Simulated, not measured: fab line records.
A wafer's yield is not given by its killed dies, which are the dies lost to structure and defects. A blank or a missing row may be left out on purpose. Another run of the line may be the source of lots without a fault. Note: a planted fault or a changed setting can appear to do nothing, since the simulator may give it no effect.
Lot-split experiment | flow gf180mcu | 5 lots, 23 wafers read, on a route of 602 steps

ON THE SPLIT
At GF_V2_EXPOSE_11 (exposes mask Via2, target cd 260 nm), the setting dose-mj was moved away from the recipe's 38 on 8 of the 23 wafers read, by +2.2% to +4.4%. The other wafers ran this setting at the recipe's value.

FROM THE SPLIT TO THE READING: what the file shows between them, 2 steps
- GF_V2_PEB_12: peb time 90 s
- GF_V2_DEVELOP_13: develop time 60 s

THE READING
cd-nm at GF_V2_CD_MEAS_14, given in nm (cd target 260 nm). Fault-free wafers of this fab line usually give 260.1 nm, standard deviation 1.3 nm.

wafer  | tool, chamber at the split | dose-mj as run | against the recipe | cd-nm, nm | against lot-mates on the recipe
L075.1 | krf-scanner-01, 0          | 38             | recipe             | 260.3     | -
L075.2 | krf-scanner-01, 0          | 38             | recipe             | 260.1     | -
L075.3 | krf-scanner-01, 0          | 38             | recipe             | 259.6     | -
L075.5 | krf-scanner-01, 0          | 38             | recipe             | 260.1     | -
L075.6 | krf-scanner-01, 0          | 38             | recipe             | 261.0     | -
L077.2 | krf-scanner-02, 0          | 38             | recipe             | 259.3     | -
L077.3 | krf-scanner-02, 0          | 39.35          | +3.6%              | 264.7     | +4.8
L077.4 | krf-scanner-02, 0          | 38             | recipe             | 260.4     | -
L077.5 | krf-scanner-02, 0          | 39.35          | +3.6%              | 265.4     | +5.5
L077.6 | krf-scanner-02, 0          | 39.35          | +3.6%              | 264.0     | +4.1
L080.1 | krf-scanner-02, 0          | 38             | recipe             | 260.9     | -
L080.3 | krf-scanner-02, 0          | 38             | recipe             | 259.7     | -
L080.6 | krf-scanner-02, 0          | 38             | recipe             | 261.5     | -
L082.1 | krf-scanner-01, 0          | 38             | recipe             | 259.4     | -
L082.2 | krf-scanner-01, 0          | 38             | recipe             | 258.5     | -
L082.3 | krf-scanner-01, 0          | 39.67          | +4.4%              | 265.4     | +6.3
L082.5 | krf-scanner-01, 0          | 39.67          | +4.4%              | 264.9     | +5.8
L082.6 | krf-scanner-01, 0          | 38             | recipe             | 259.5     | -
L085.1 | krf-scanner-02, 0          | 38             | recipe             | 261.8     | -
L085.2 | krf-scanner-02, 0          | 38.85          | +2.2%              | 263.5     | +1.0
L085.3 | krf-scanner-02, 0          | 38.85          | +2.2%              | 265.3     | +2.8
L085.5 | krf-scanner-02, 0          | 38.85          | +2.2%              | 265.2     | +2.7
L085.6 | krf-scanner-02, 0          | 38             | recipe             | 263.2     | -

FIT RESULTS
A straight line over all 23 wafers: cd-nm changes by +1.25 nm for each +1% of dose-mj; r = +0.87; the points scatter about the line by 1.2 nm.
The same after taking each lot's own level away (the mean of its wafers on the recipe; 23 wafers): +1.32 nm for each +1%; r = +0.96; scatter 0.69 nm.
That fit puts the effect of the largest move of dose-mj on the reading at 5.8 nm.
Measured against the standard deviation above, the lots' own levels, which go from 259.13 to 262.50 nm, span 2.6 times it.
Consequently the slope shifts little with the lot-to-lot level, the two slopes agreeing.
Check: for one of the wafers moved furthest among these (+4.4%), held out of the fit, the line's prediction against its lot-mates is +5.59 nm. It came out at +6.27 nm against them.

THESE WAFERS: OTHER SPLITS
Before the reading, these wafers also passed through other splits. Each is held against what the fit with the lots' levels taken away leaves over:
other split on the same wafers       | wafers away from the commonest value | r with cd-nm (lot level and that fit taken away)
GF_SAB_CVD_00 time-s                 | 7                                    | -0.28
GF_SAB_ETCH_11 source-w              | 11                                   | +0.05
GF_CONTACT_CMP_04 leave-above-ref-nm | 10                                   | +0.18
GF_M1_SPUTTER_04 power-w             | 11                                   | +0.09
GF_M2_SPUTTER_02 power-w             | 7                                    | -0.12
GF_M2_METAL_ETCH_16 time-s           | 10                                   | +0.34

THE WHOLE CHAIN: every reading that the file lists as answering this split, in the file's order
step             | what it does                                                 | reading                                                   | change (the file's fit)              | r (the file's)
GF_V2_CD_MEAS_14 | target cd 260 nm                                             | cd-nm                                                     | +1.31 nm for each +1% of the setting | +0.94
GF_V2_ETCH_16    | etches BARC in N2/H2                                         | V2.cd-nm (the simulator's own value, which no gauge read) | +1.35 nm for each +1% of the setting | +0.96
GF_V2_ETCH_17    | etches SiO2 in C4F8/O2/Ar, stops on TiN, target depth 630 nm | V2.cd-nm (the simulator's own value, which no gauge read) | +1.26 nm for each +1% of the setting | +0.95

THE FILE'S OWN FIT
cd-nm changes by +1.31 nm for each +1% of dose-mj, r = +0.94.
